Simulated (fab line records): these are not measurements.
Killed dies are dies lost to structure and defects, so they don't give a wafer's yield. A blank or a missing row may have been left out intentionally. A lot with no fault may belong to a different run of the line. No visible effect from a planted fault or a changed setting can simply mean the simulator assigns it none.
Problem report, 8D (eight disciplines) form, completed by code | flow sky130 | the parts of the form that need people (team, actions taken, sign-off) are left out

1. PROBLEM STATEMENT
Wafers without a fault read 23.02 C, standard deviation 0.093; developer_temp_C at SKY_VT_ADJUST_HVTP_DEVELOP_06 reads a mean of 25.29 C on 6 wafers belonging to 2 lots. That puts it +24 standard deviations away from the usual mean.
The step: develop time 60 s.
Earliest sighting: wafer L675.1 on litho_track-04 at day 10 05:53. Wafers with a number at this step in the record: 39, from 13 lots. Rule for "out", or "out of limits": more than 4 standard deviations from the usual mean. Any other wafer with a number is counted as sound.

2. WHAT IT IS, WHAT IT ISN'T
question                    | is                     | is not
which readings at this step | developer_temp_C       | resist_line_temp_C
which lots                  | L675, L677             | L659, L660, L661, L662, L663, L664, L665, L668, L679, L681, L682
which wafers of those lots  | all that have a number | -
read on which tools         | litho_track-04         | litho_track-02, litho_track-03
when                        | from day 10 05:53      | up to then (24 sound wafers); but 9 sound wafers of L679, L681, L682 came after

3. WHAT RULES OUT EACH SUSPECT
Counting: a tool at a process step up to the reading stays a suspect if it ran every lot that is out and no sound lot after the first of them.
- litho_track-04 at SKY_VT_ADJUST_HVTP_DEVELOP_06 (develop time 60 s): kept. All lots that are out passed through it, beginning with L675 at day 10 05:53, and no sound lot followed; its final sound lot before that point was L665 at day 7 17:34. Out on those wafers are its own readings of developer_temp_C.
Remaining after the count: litho_track-04 at SKY_VT_ADJUST_HVTP_DEVELOP_06.

4. THE CAUSE (what the simulator had put in)
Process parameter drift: litho_track-04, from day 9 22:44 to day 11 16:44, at SKY_VT_ADJUST_HVTP_DEVELOP_06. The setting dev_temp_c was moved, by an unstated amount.
The count eliminated every tool but this one.

5. THE EFFECT CHAIN, in route order
One row per reading whose mean, taken over the struck wafers that have a number, lies over 3 standard deviations from the usual. Readings are gone through only where the record gives a usual standard deviation; hours: the median, over the lots, of the time from a lot's start at the first step in this table giving one to that lot's start at this step; sigmas: the change measured in usual standard deviations.
hours | step                          | reading          | usual   | on struck wafers | change | sigmas
0     | SKY_VT_ADJUST_HVTP_DEVELOP_06 | developer_temp_C | 23.02 C | 25.29            | +2.27  | +24
The process steps in it:
- SKY_VT_ADJUST_HVTP_DEVELOP_06: develop time 60 s.
Later measuring or inspecting steps at which every struck wafer that the step has a row for has a number for every such reading, and none has moved that far: SKY_VIA2_BOW_MEAS_03.

6. HOW IT WOULD HAVE BEEN CAUGHT EARLIER
7 hours passed between the start of the fault at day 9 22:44 and the first reading out of limits in this record, taken at day 10 05:53.
